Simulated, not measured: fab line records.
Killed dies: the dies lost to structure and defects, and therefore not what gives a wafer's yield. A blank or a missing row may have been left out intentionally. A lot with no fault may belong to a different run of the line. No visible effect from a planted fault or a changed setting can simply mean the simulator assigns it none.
Which tool did it?	flow gf180mcu	13 lots with 37 wafers sampled at 6 steps, on a route of 602 steps

## WHAT THE GAUGES SHOWED, per wafer
GF_VT_IMPLANT_OVL_MEAS_40.
lot	measured	on	VT_IMPLANT_03_OVL (nm)
L326	day 7 13:25	overlay-02	-0.8 -2.1
L327	day 7 19:35	overlay-01	1.4 2.0 1.3
L329	day 8 09:20	overlay-02	-0.3 -0.2 0.6
L331	day 8 22:37	overlay-02	1.5 0.4 1.1
L332	day 9 06:04	overlay-02	0.3 -0.5 -1.3
L333	day 9 13:13	overlay-01	-1.1 -0.5 -0.9
L334	day 9 16:59	overlay-02	1.3 1.4 0.5
L343	day 12 07:04	overlay-02	-1.2 -0.1 1.6
L344	day 12 16:10	overlay-02	-0.8 0.9 0.6
L345	day 12 20:37	overlay-01	1.1 -0.1 2.1
L347	day 13 08:55	overlay-02	-0.2 1.1 -0.5
L348	day 13 16:08	overlay-01	0.7 -0.2
L349	day 14 00:07	overlay-01	-0.6 0.4 -1.2

GF_HV_LDD_CD_MEAS_07: target cd 400 nm.
lot	measured	on	cd_nm (nm)
L326	day 10 02:51	cd_sem-02	398.7 400.7
L327	day 10 09:11	cd_sem-02	403.3 405.0 402.7
L329	day 10 20:53	cd_sem-01	401.8 404.2 403.4
L331	day 11 13:25	cd_sem-02	- - -
L332	day 11 21:23	cd_sem-02	400.2 398.3 399.5
L333	day 12 09:40	cd_sem-02	- - -
L334	day 12 09:23	cd_sem-01	- - -
L343	day 15 05:31	cd_sem-01	401.2 399.9 400.4
L344	day 15 13:50	cd_sem-01	397.7 400.9 399.5
L345	day 15 20:10	cd_sem-01	397.4 398.0 396.4
L347	day 16 08:04	cd_sem-01	402.9 401.9 400.7
L348	day 16 19:43	cd_sem-01	395.8 399.2
L349	day 17 00:48	cd_sem-02	401.0 399.7 399.1

GF_HV_LDD_OVL_MEAS_08.
lot	measured	on	HV_LDD_OVL (nm)
L326	day 10 02:58	overlay-01	1.0 0.7
L327	day 10 09:17	overlay-02	2.6 -0.1 4.3
L329	day 10 20:59	overlay-01	-0.9 -1.1 -0.1
L331	day 11 13:32	overlay-02	- - -
L332	day 11 21:30	overlay-02	2.7 4.1 4.5
L333	day 12 09:47	overlay-01	- - -
L334	day 12 09:29	overlay-01	- - -
L343	day 15 05:38	overlay-02	3.3 1.6 3.6
L344	day 15 13:56	overlay-02	-0.4 0.5 0.0
L345	day 15 20:17	overlay-01	1.8 2.1 0.6
L347	day 16 08:10	overlay-01	1.4 2.0 1.3
L348	day 16 19:47	overlay-01	1.4 1.6
L349	day 17 00:53	overlay-02	2.0 4.5 2.3

GF_HV_LDD_TW_MEAS_11.
lot	measured	on	HV_LDD_TW
L326	day 10 03:16	film_metro-01	2392 2395
L327	day 10 09:35	film_metro-02	2421 2429 2432
L329	day 10 21:16	film_metro-02	2429 2435 2433
L331	day 11 13:49	film_metro-02	30 30 31
L332	day 11 21:47	film_metro-03	2400 2394 2389
L333	day 12 10:04	film_metro-03	30 30 30
L334	day 12 09:46	film_metro-01	30 30 30
L343	day 15 05:55	film_metro-03	2407 2392 2395
L344	day 15 14:13	film_metro-03	2411 2397 2410
L345	day 15 20:34	film_metro-03	2406 2414 2402
L347	day 16 08:27	film_metro-03	2414 2410 2421
L348	day 16 20:05	film_metro-03	2410 2409
L349	day 17 01:11	film_metro-02	2447 2435 2435

## EACH LOT AND THE TOOL THAT RAN IT (in order: tool; ch and the chambers of the sampled wafers; start)
lot	GF_VT_IMPLANT_STRIP_42	GF_HV_LDD_DEVELOP_06
L326	plasma_asher-04 ch 1, day 7 13:36	litho_track-02 ch 0, day 10 02:40
L327	plasma_asher-04 ch 0,1, day 7 19:46	litho_track-04 ch 0, day 10 09:02
L329	plasma_asher-02 ch 0,1, day 8 09:31	litho_track-02 ch 0, day 10 20:44
L331	plasma_asher-04 ch 0,1, day 8 22:48	litho_track-02 ch 0, day 11 13:16
L332	plasma_asher-04 ch 0,1, day 9 06:15	litho_track-03 ch 0, day 11 21:14
L333	plasma_asher-03 ch 0,1, day 9 13:24	litho_track-02 ch 0, day 12 09:31
L334	plasma_asher-02 ch 1, day 9 17:10	litho_track-02 ch 0, day 12 09:14
L343	plasma_asher-04 ch 0,1, day 12 07:15	litho_track-04 ch 0, day 15 05:22
L344	plasma_asher-03 ch 0,1, day 12 16:21	litho_track-02 ch 0, day 15 13:41
L345	plasma_asher-03 ch 1, day 12 20:48	litho_track-04 ch 0, day 15 20:01
L347	plasma_asher-03 ch 0,1, day 13 09:08	litho_track-03 ch 0, day 16 07:55
L348	plasma_asher-02 ch 0,1, day 13 16:20	litho_track-02 ch 0, day 16 19:35
L349	plasma_asher-03 ch 0,1, day 14 00:20	litho_track-04 ch 0, day 17 00:40
- GF_VT_IMPLANT_STRIP_42: strips in O2/N2.
- GF_HV_LDD_DEVELOP_06: develop time 60 s.

## WHAT THE TOOLS THEMSELVES READ (means of the sampled wafers that have a number; where no wafer has one, the mark that the record gives instead)
GF_VT_IMPLANT_STRIP_42.
lot	tool	drypump_motor_current_A (A)	heater_power_w (W)	oes_product_au (a.u.)	strip_time_to_endpoint_s (s)
L326	plasma_asher-04	5.2	284	0.714	12.64
L327	plasma_asher-04	5.4	295	0.719	12.61
L329	plasma_asher-02	5.9	357	0.724	12.64
L331	plasma_asher-04	5.4	300	0.715	12.62
L332	plasma_asher-04	5.4	297	0.720	12.63
L333	plasma_asher-03	5.8	368	0.717	12.64
L334	plasma_asher-02	5.7	346	0.718	12.66
L343	plasma_asher-04	5.4	313	0.721	12.71
L344	plasma_asher-03	5.8	366	0.722	12.67
L345	plasma_asher-03	5.4	261	0.714	12.71
L347	plasma_asher-03	5.6	320	0.716	12.59
L348	plasma_asher-02	6.0	350	0.716	12.63
L349	plasma_asher-03	5.6	316	0.717	12.61

## THE ANSWER, worked out from the rows above alone
Rule: usual is defined by the lots themselves. Put in order of their means at a reading, lots are off if they are a third of the lots or fewer, leave a main group of 4 or more, and stand apart from it by a gap of 3 or more times the standard deviation of the main group's means; of several such gaps the widest counts. The tables above print the reading to a certain number of digits; a main group whose means all agree to those digits is not used. Also off: a lot with no number at a reading for which 4 or more lots have one. Where the step has rows for the other lots, those lots are counted as sound. Order of review: gauges by route order, followed by the tools' own readings, for which a lot's mean as printed above is used. At the first step where some lot is off, the reading lying furthest off is the one used; lots without a number count as furthest.
Off at GF_HV_LDD_CD_MEAS_07 (cd_nm): L331, L333, L334. Without a number there: L331, L333, L334. Mean 400.2 nm and standard deviation 2 in the main group.
If a tool, at a process step before that reading, ran all the lots that are off and no sound lot after the first of them, it fits. The gauges at GF_HV_LDD_CD_MEAS_07 aren't tried: what is off there is off at GF_HV_LDD_OVL_MEAS_08 too, on other tools, and a gauge's error can't cause that. Of those tried, none fits.

## WHAT THE SIMULATOR PUT IN
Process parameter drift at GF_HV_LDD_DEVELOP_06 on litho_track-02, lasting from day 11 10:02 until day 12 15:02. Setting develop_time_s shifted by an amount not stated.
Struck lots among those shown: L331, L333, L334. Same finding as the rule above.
